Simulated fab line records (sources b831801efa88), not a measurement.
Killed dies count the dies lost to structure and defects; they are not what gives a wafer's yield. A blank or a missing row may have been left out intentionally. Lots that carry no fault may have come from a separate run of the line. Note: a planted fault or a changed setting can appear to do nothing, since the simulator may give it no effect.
Which tool is to blame? / flow sky130 / Sampling: 24 lots, 72 wafers, 4 of 708 route steps

== WHAT THE GAUGES SHOWED, per wafer ==
SKY_VT_ADJUST_HVTP_TW_MEAS_11.
lot=L074; measured=day 6 04:17; on=filmMetro-01; VT_ADJUST_HVTP_TW=1360 1358 1354
lot=L075; measured=day 6 12:44; on=filmMetro-03; VT_ADJUST_HVTP_TW=1348 1356 1352
lot=L076; measured=day 6 19:15; on=filmMetro-03; VT_ADJUST_HVTP_TW=1353 1356 1344
lot=L077; measured=day 7 02:00; on=filmMetro-01; VT_ADJUST_HVTP_TW=1353 1355 1359
lot=L078; measured=day 7 04:43; on=filmMetro-03; VT_ADJUST_HVTP_TW=1352 1351 1351
lot=L079; measured=day 7 11:25; on=filmMetro-03; VT_ADJUST_HVTP_TW=1354 1340 1346
lot=L080; measured=day 7 15:56; on=filmMetro-03; VT_ADJUST_HVTP_TW=1355 1345 1347
lot=L081; measured=day 7 21:38; on=filmMetro-01; VT_ADJUST_HVTP_TW=1362 1369 1364
lot=L082; measured=day 8 11:50; on=filmMetro-03; VT_ADJUST_HVTP_TW=1343 1344 1349
lot=L083; measured=day 8 13:36; on=filmMetro-01; VT_ADJUST_HVTP_TW=1361 1362 1363
lot=L084; measured=day 8 22:03; on=filmMetro-03; VT_ADJUST_HVTP_TW=1350 1346 1353
lot=L085; measured=day 9 01:29; on=filmMetro-01; VT_ADJUST_HVTP_TW=1355 1356 1363
lot=L086; measured=day 9 08:54; on=filmMetro-03; VT_ADJUST_HVTP_TW=1349 1343 1346
lot=L087; measured=day 9 17:46; on=filmMetro-01; VT_ADJUST_HVTP_TW=1358 1357 1359
lot=L088; measured=day 9 23:13; on=filmMetro-01; VT_ADJUST_HVTP_TW=1356 1358 1361
lot=L089; measured=day 10 06:02; on=filmMetro-03; VT_ADJUST_HVTP_TW=1349 1344 1345
lot=L090; measured=day 10 09:04; on=filmMetro-03; VT_ADJUST_HVTP_TW=1349 1352 1352
lot=L091; measured=day 10 14:08; on=filmMetro-01; VT_ADJUST_HVTP_TW=1368 1365 1362
lot=L092; measured=day 10 22:16; on=filmMetro-01; VT_ADJUST_HVTP_TW=1373 1365 1369
lot=L093; measured=day 11 06:35; on=filmMetro-03; VT_ADJUST_HVTP_TW=1346 1345 1349
lot=L094; measured=day 11 13:26; on=filmMetro-04; VT_ADJUST_HVTP_TW=1363 1363 1374
lot=L095; measured=day 12 00:38; on=filmMetro-03; VT_ADJUST_HVTP_TW=1350 1358 1346
lot=L096; measured=day 12 07:42; on=filmMetro-01; VT_ADJUST_HVTP_TW=1358 1361 1360
lot=L097; measured=day 12 11:31; on=filmMetro-01; VT_ADJUST_HVTP_TW=1358 1352 1358

SKY_SD_N_RS_MEAS_18: the measuring method here is four-point-probe.
lot=L074; measured=day 28 01:43; on=filmMetro-01; RES_XHIGH_RS (ohm/sq)=332.9 332.4 333.4
lot=L075; measured=day 28 12:37; on=filmMetro-03; RES_XHIGH_RS (ohm/sq)=334.7 333.7 332.4
lot=L076; measured=day 29 07:35; on=filmMetro-01; RES_XHIGH_RS (ohm/sq)=333.2 333.7 333.9
lot=L077; measured=day 29 12:19; on=filmMetro-01; RES_XHIGH_RS (ohm/sq)=333.4 331.1 332.3
lot=L078; measured=day 29 16:22; on=filmMetro-01; RES_XHIGH_RS (ohm/sq)=333.6 333.0 333.4
lot=L079; measured=day 30 00:06; on=filmMetro-01; RES_XHIGH_RS (ohm/sq)=331.7 332.9 332.2
lot=L080; measured=day 30 09:25; on=filmMetro-03; RES_XHIGH_RS (ohm/sq)=333.0 335.0 333.8
lot=L081; measured=day 30 13:04; on=filmMetro-01; RES_XHIGH_RS (ohm/sq)=332.7 331.3 333.1
lot=L082; measured=day 31 11:13; on=filmMetro-04; RES_XHIGH_RS (ohm/sq)=332.0 333.4 331.8
lot=L083; measured=day 31 10:06; on=filmMetro-01; RES_XHIGH_RS (ohm/sq)=332.3 332.4 333.4
lot=L084; measured=day 31 19:08; on=filmMetro-01; RES_XHIGH_RS (ohm/sq)=331.8 330.7 331.4
lot=L085; measured=day 32 03:37; on=filmMetro-01; RES_XHIGH_RS (ohm/sq)=333.9 332.1 332.9
lot=L086; measured=day 32 22:05; on=filmMetro-03; RES_XHIGH_RS (ohm/sq)=335.9 334.0 334.9
lot=L087; measured=day 32 23:59; on=filmMetro-01; RES_XHIGH_RS (ohm/sq)=332.8 332.9 332.0
lot=L088; measured=day 33 01:41; on=filmMetro-03; RES_XHIGH_RS (ohm/sq)=332.9 332.7 332.4
lot=L089; measured=day 33 03:58; on=filmMetro-01; RES_XHIGH_RS (ohm/sq)=334.2 332.4 334.5
lot=L090; measured=day 33 17:31; on=filmMetro-04; RES_XHIGH_RS (ohm/sq)=335.6 335.1 334.2
lot=L091; measured=day 33 18:22; on=filmMetro-03; RES_XHIGH_RS (ohm/sq)=331.7 332.0 332.8
lot=L092; measured=day 33 22:41; on=filmMetro-04; RES_XHIGH_RS (ohm/sq)=332.1 329.2 331.5
lot=L093; measured=day 34 14:10; on=filmMetro-01; RES_XHIGH_RS (ohm/sq)=332.7 333.1 333.7
lot=L094; measured=day 34 21:08; on=filmMetro-01; RES_XHIGH_RS (ohm/sq)=335.5 333.7 334.2
lot=L095; measured=day 35 09:06; on=filmMetro-01; RES_XHIGH_RS (ohm/sq)=335.1 332.9 334.1
lot=L096; measured=day 35 14:38; on=filmMetro-01; RES_XHIGH_RS (ohm/sq)=332.1 332.3 332.4
lot=L097; measured=day 35 18:17; on=filmMetro-03; RES_XHIGH_RS (ohm/sq)=333.5 333.7 333.6

SKY_METAL1_OVL_MEAS_16.
lot=L074; measured=day 32 23:11; on=overlay-01; METAL1_OVL (nm)=-9 -8 -18
lot=L075; measured=day 33 10:11; on=overlay-02; METAL1_OVL (nm)=-4 -7 -4
lot=L076; measured=day 34 02:51; on=overlay-01; METAL1_OVL (nm)=5 -2 -4
lot=L077; measured=day 34 08:51; on=overlay-02; METAL1_OVL (nm)=-1 -5 -3
lot=L078; measured=day 34 11:29; on=overlay-01; METAL1_OVL (nm)=-5 0 -1
lot=L079; measured=day 34 18:09; on=overlay-02; METAL1_OVL (nm)=-7 -9 -8
lot=L080; measured=day 35 04:47; on=overlay-02; METAL1_OVL (nm)=1 -6 3
lot=L081; measured=day 35 07:32; on=overlay-02; METAL1_OVL (nm)=4 4 7
lot=L082; measured=day 36 04:54; on=overlay-01; METAL1_OVL (nm)=-10 -6 -2
lot=L083; measured=day 36 04:23; on=overlay-02; METAL1_OVL (nm)=0 0 -1
lot=L084; measured=day 36 12:31; on=overlay-02; METAL1_OVL (nm)=-3 -1 -4
lot=L085; measured=day 36 19:15; on=overlay-02; METAL1_OVL (nm)=-9 -13 -11
lot=L086; measured=day 37 14:07; on=overlay-02; METAL1_OVL (nm)=-12 -16 -14
lot=L087; measured=day 37 16:12; on=overlay-02; METAL1_OVL (nm)=3 7 2
lot=L088; measured=day 37 17:35; on=overlay-01; METAL1_OVL (nm)=-5 -3 -7
lot=L089; measured=day 37 20:17; on=overlay-01; METAL1_OVL (nm)=-3 -9 -6
lot=L090; measured=day 38 09:16; on=overlay-02; METAL1_OVL (nm)=2 5 3
lot=L091; measured=day 38 10:53; on=overlay-02; METAL1_OVL (nm)=-5 -10 -8
lot=L092; measured=day 38 13:30; on=overlay-02; METAL1_OVL (nm)=2 -10 -10
lot=L093; measured=day 39 03:24; on=overlay-01; METAL1_OVL (nm)=0 5 9
lot=L094; measured=day 39 09:32; on=overlay-01; METAL1_OVL (nm)=0 6 5
lot=L095; measured=day 39 22:18; on=overlay-01; METAL1_OVL (nm)=-9 -9 -8
lot=L096; measured=day 40 03:42; on=overlay-02; METAL1_OVL (nm)=5 -2 1
lot=L097; measured=day 40 06:56; on=overlay-02; METAL1_OVL (nm)=-8 -11 -7

== TOOL THAT RAN EACH LOT (tool first, then ch and the chambers of the sampled wafers, then the start) ==
lot=L074; SKY_CONTACT_ETCH_16=rieDiel-02 ch 0,2,3, day 31 18:26
lot=L075; SKY_CONTACT_ETCH_16=rieDiel-04 ch 2,3, day 32 05:15
lot=L076; SKY_CONTACT_ETCH_16=rieDiel-02 ch 1,2,3, day 32 21:50
lot=L077; SKY_CONTACT_ETCH_16=rieDiel-01 ch 1,2,3, day 33 04:14
lot=L078; SKY_CONTACT_ETCH_16=rieDiel-02 ch 0,2,3, day 33 06:57
lot=L079; SKY_CONTACT_ETCH_16=rieDiel-04 ch 1,2,3, day 33 13:56
lot=L080; SKY_CONTACT_ETCH_16=rieDiel-04 ch 0,2,3, day 33 23:45
lot=L081; SKY_CONTACT_ETCH_16=rieDiel-01 ch 2,3, day 34 02:45
lot=L082; SKY_CONTACT_ETCH_16=rieDiel-04 ch 1,3, day 35 00:29
lot=L083; SKY_CONTACT_ETCH_16=rieDiel-02 ch 0,2,3, day 34 23:35
lot=L084; SKY_CONTACT_ETCH_16=rieDiel-01 ch 1,2, day 35 07:59
lot=L085; SKY_CONTACT_ETCH_16=rieDiel-02 ch 0,3, day 35 15:26
lot=L086; SKY_CONTACT_ETCH_16=rieDiel-04 ch 0,2, day 36 10:38
lot=L087; SKY_CONTACT_ETCH_16=rieDiel-01 ch 0,2,3, day 36 12:06
lot=L088; SKY_CONTACT_ETCH_16=rieDiel-01 ch 1,2,3, day 36 13:36
lot=L089; SKY_CONTACT_ETCH_16=rieDiel-02 ch 1,2,3, day 36 16:11
lot=L090; SKY_CONTACT_ETCH_16=rieDiel-02 ch 2,3, day 37 05:17
lot=L091; SKY_CONTACT_ETCH_16=rieDiel-04 ch 1,2, day 37 06:47
lot=L092; SKY_CONTACT_ETCH_16=rieDiel-01 ch 0,1,2, day 37 10:02
lot=L093; SKY_CONTACT_ETCH_16=rieDiel-04 ch 0,2, day 38 00:18
lot=L094; SKY_CONTACT_ETCH_16=rieDiel-04 ch 0,2,3, day 38 07:32
lot=L095; SKY_CONTACT_ETCH_16=rieDiel-02 ch 0,3, day 38 20:05
lot=L096; SKY_CONTACT_ETCH_16=rieDiel-04 ch 1,2, day 39 01:02
lot=L097; SKY_CONTACT_ETCH_16=rieDiel-01 ch 0,1,3, day 39 03:47
- SKY_CONTACT_ETCH_16: etches BARC in N2/H2, stops on SiO2, time 45.9 s, target depth 60 nm.

== WHAT THE TOOLS THEMSELVES READ (means of the sampled wafers that have a number; where no wafer has one, the mark that the record gives instead) ==
SKY_CONTACT_ETCH_16.
lot=L074; tool=rieDiel-02; drypumpMotorCurrentA (A)=5.1; oesProductAu (a.u.)=0.857; throttleValvePct (%)=13.223
lot=L075; tool=rieDiel-04; drypumpMotorCurrentA (A)=5.6; oesProductAu (a.u.)=0.851; throttleValvePct (%)=13.228
lot=L076; tool=rieDiel-02; drypumpMotorCurrentA (A)=5.5; oesProductAu (a.u.)=0.853; throttleValvePct (%)=13.225
lot=L077; tool=rieDiel-01; drypumpMotorCurrentA (A)=5.7; oesProductAu (a.u.)=0.852; throttleValvePct (%)=13.218
lot=L078; tool=rieDiel-02; drypumpMotorCurrentA (A)=5.1; oesProductAu (a.u.)=0.857; throttleValvePct (%)=13.224
lot=L079; tool=rieDiel-04; drypumpMotorCurrentA (A)=5.8; oesProductAu (a.u.)=0.856; throttleValvePct (%)=13.223
lot=L080; tool=rieDiel-04; drypumpMotorCurrentA (A)=5.7; oesProductAu (a.u.)=0.851; throttleValvePct (%)=13.220
lot=L081; tool=rieDiel-01; drypumpMotorCurrentA (A)=6.2; oesProductAu (a.u.)=0.856; throttleValvePct (%)=13.226
lot=L082; tool=rieDiel-04; drypumpMotorCurrentA (A)=5.9; oesProductAu (a.u.)=0.854; throttleValvePct (%)=13.228
lot=L083; tool=rieDiel-02; drypumpMotorCurrentA (A)=5.1; oesProductAu (a.u.)=0.854; throttleValvePct (%)=13.229
lot=L084; tool=rieDiel-01; drypumpMotorCurrentA (A)=5.2; oesProductAu (a.u.)=0.858; throttleValvePct (%)=13.224
lot=L085; tool=rieDiel-02; drypumpMotorCurrentA (A)=4.9; oesProductAu (a.u.)=0.856; throttleValvePct (%)=13.220
lot=L086; tool=rieDiel-04; drypumpMotorCurrentA (A)=5.7; oesProductAu (a.u.)=0.857; throttleValvePct (%)=13.224
lot=L087; tool=rieDiel-01; drypumpMotorCurrentA (A)=5.9; oesProductAu (a.u.)=0.858; throttleValvePct (%)=13.222
lot=L088; tool=rieDiel-01; drypumpMotorCurrentA (A)=5.7; oesProductAu (a.u.)=0.848; throttleValvePct (%)=13.222
lot=L089; tool=rieDiel-02; drypumpMotorCurrentA (A)=5.6; oesProductAu (a.u.)=0.857; throttleValvePct (%)=13.227
lot=L090; tool=rieDiel-02; drypumpMotorCurrentA (A)=5.2; oesProductAu (a.u.)=0.851; throttleValvePct (%)=13.221
lot=L091; tool=rieDiel-04; drypumpMotorCurrentA (A)=6.0; oesProductAu (a.u.)=0.853; throttleValvePct (%)=13.228
lot=L092; tool=rieDiel-01; drypumpMotorCurrentA (A)=5.4; oesProductAu (a.u.)=0.856; throttleValvePct (%)=13.226
lot=L093; tool=rieDiel-04; drypumpMotorCurrentA (A)=5.8; oesProductAu (a.u.)=0.857; throttleValvePct (%)=13.222
lot=L094; tool=rieDiel-04; drypumpMotorCurrentA (A)=5.7; oesProductAu (a.u.)=0.856; throttleValvePct (%)=13.229
lot=L095; tool=rieDiel-02; drypumpMotorCurrentA (A)=5.0; oesProductAu (a.u.)=0.853; throttleValvePct (%)=13.226
lot=L096; tool=rieDiel-04; drypumpMotorCurrentA (A)=6.0; oesProductAu (a.u.)=0.857; throttleValvePct (%)=13.217
lot=L097; tool=rieDiel-01; drypumpMotorCurrentA (A)=5.9; oesProductAu (a.u.)=0.856; throttleValvePct (%)=13.228

== THE ANSWER, worked out from the rows above alone ==
Rule: what is usual is taken from the lots themselves. Put in order of their means at a reading, lots are off if they are a third of the lots or fewer, leave a main group of 4 or more, and stand apart from it by a gap of 3 or more times the standard deviation of the main group's means; of several such gaps the widest counts. The tables above print the reading to a certain number of digits; a main group whose means all agree to those digits is not used. Also off: a lot with no number at a reading for which 4 or more lots have one. Where the step has rows for the other lots, those lots are counted as sound. Order of review: gauges by route order, followed by the tools' own readings, for which a lot's mean as printed above is used. At the first step where some lot is off, the reading lying furthest off is the one used; lots without a number count as furthest.
No lot is off at any reading shown: from this, nothing can be told.

== WHAT THE SIMULATOR PUT IN ==
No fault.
